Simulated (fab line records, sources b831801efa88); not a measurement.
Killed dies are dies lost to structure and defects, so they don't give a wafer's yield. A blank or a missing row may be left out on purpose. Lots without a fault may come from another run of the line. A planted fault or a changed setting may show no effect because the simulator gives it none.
A struck lot beside a sound one | flow sfq_line | 14 steps out of a route of 325
Sound: wafers L841.1, L841.5, L841.6. Struck: wafers L848.2, L848.3, L848.5. The cause comes at the end.
At each step with rows: each side's tool, then ch and its chambers, then its first start. Under that, the readings that differ: sound wafers | struck wafers | difference of the means | sigmas: that difference in standard deviations of wafers without a fault.
alike: readings whose means differ by less than 2 such deviations, and words and numbers that are the same on both sides. not compared: withheld readings, readings that some wafer has no value for, bounds like >300 that may hide the same value, and numbers for which the record gives no deviation and whose values overlap.
The two part at a step that has a row with sigmas, a row that says differs or no value, or rows on one side only. Numbers that don't overlap but have no deviation are shown without sigmas and don't part them. A reading that every wafer of one side lacks parts them only if that side has two wafers or more.

SFQ_TRILAYER_M6_BARC_OPEN_METAL_ETCH_206: etches BARC in O2, target depth 125 nm, time 41.7 s.
  sound on rie_metal-04 ch 0,1, day 73 13:28; struck on rie_metal-01 ch 0,1, day 76 04:38
  alike: drypump_motor_current_A, oes_product_au, rf_fwd_power_W
  not compared: rf_hours_counter_h
SFQ_TRILAYER_M6_ETCH_METAL_ETCH_162: etches Nb in Cl2/Ar, stops on SiO2, target depth 240 nm, time 120 s.
  sound on rie_metal-04 ch 0,1, day 73 13:32; struck on rie_metal-01 ch 0,1, day 76 04:41
  reading            | sound             | struck            | difference | sigmas
  rf_fwd_power_W (W) | 599.3 602.4 596.2 | 594.6 594.0 595.0 | -4.8       | -2
  alike: drypump_motor_current_A, oes_product_au
  not compared: rf_hours_counter_h
SFQ_TRILAYER_M6_STRIP_STRIP_163: strips in O2.
  sound on rie_metal-04 ch 0,1, day 73 13:39; struck on rie_metal-01 ch 0,1, day 76 04:49
  alike: drypump_motor_current_A, oes_product_au
  not compared: rf_hours_counter_h
then, 1 step without rows for these wafers: SFQ_TRILAYER_M6_STRIP_SOLV_CLEAN_164 (cleans in NMP, time 600 s).
SFQ_TRILAYER_I6_DEP_PECVD_165: deposits SiO2 from SiH4/N2O, time 111.11 s, target thk 500 nm.
  sound on pecvd-03 ch 1,2, day 73 14:26; struck on pecvd-01 ch 1,2, day 76 05:35
  alike: heater_power_w, rf_fwd_power_W, throttle_valve_pct
  not compared: since_wet_clean_h
then, 1 step without rows for these wafers: SFQ_TRILAYER_I6_CMP_CMP_166 (polishes SiO2).
SFQ_I6_BOW_MEAS_941:
  sound on film_metro-01, day 73 17:31; struck on film_metro-03, day 76 09:34
  alike: I6_BOW
SFQ_TRILAYER_I6_METRO_MEASURE_167:
  sound on film_metro-01, day 73 17:38; struck on film_metro-03, day 76 09:52
  alike: thk_nm
then, 4 steps without rows for these wafers: SFQ_TRILAYER_I6_VIA_LITHO_COAT_174 (resist thk 62 nm); SFQ_TRILAYER_I6_VIA_LITHO_COAT_169 (resist thk 650 nm); SFQ_TRILAYER_I6_VIA_LITHO_SOFTBAKE_173; SFQ_TRILAYER_I6_VIA_LITHO_EXPOSE_170 (exposes mask I6, target cd 700 nm).
-- the record jumps here: 4 days lie between the struck wafers' starts before and after --
SFQ_TRILAYER_I6_VIA_LITHO_PEB_172: peb time 60 s.
  sound on litho_track-02 ch 0, day 78 11:31; struck on litho_track-03, day 80 08:49
  no value came back on the struck wafers for chill_plate_temp_C (C), exhaust_pa (Pa); on the sound wafers chill_plate_temp_C (C) reads 23.01 22.95 23.04
then, 1 step without rows for these wafers: SFQ_TRILAYER_I6_VIA_LITHO_DEVELOP_171 (time 60 s).

WHERE THEY PART
First at SFQ_TRILAYER_M6_ETCH_METAL_ETCH_162; last, within this record, at SFQ_TRILAYER_I6_VIA_LITHO_PEB_172.

WHY: what the simulator had put in
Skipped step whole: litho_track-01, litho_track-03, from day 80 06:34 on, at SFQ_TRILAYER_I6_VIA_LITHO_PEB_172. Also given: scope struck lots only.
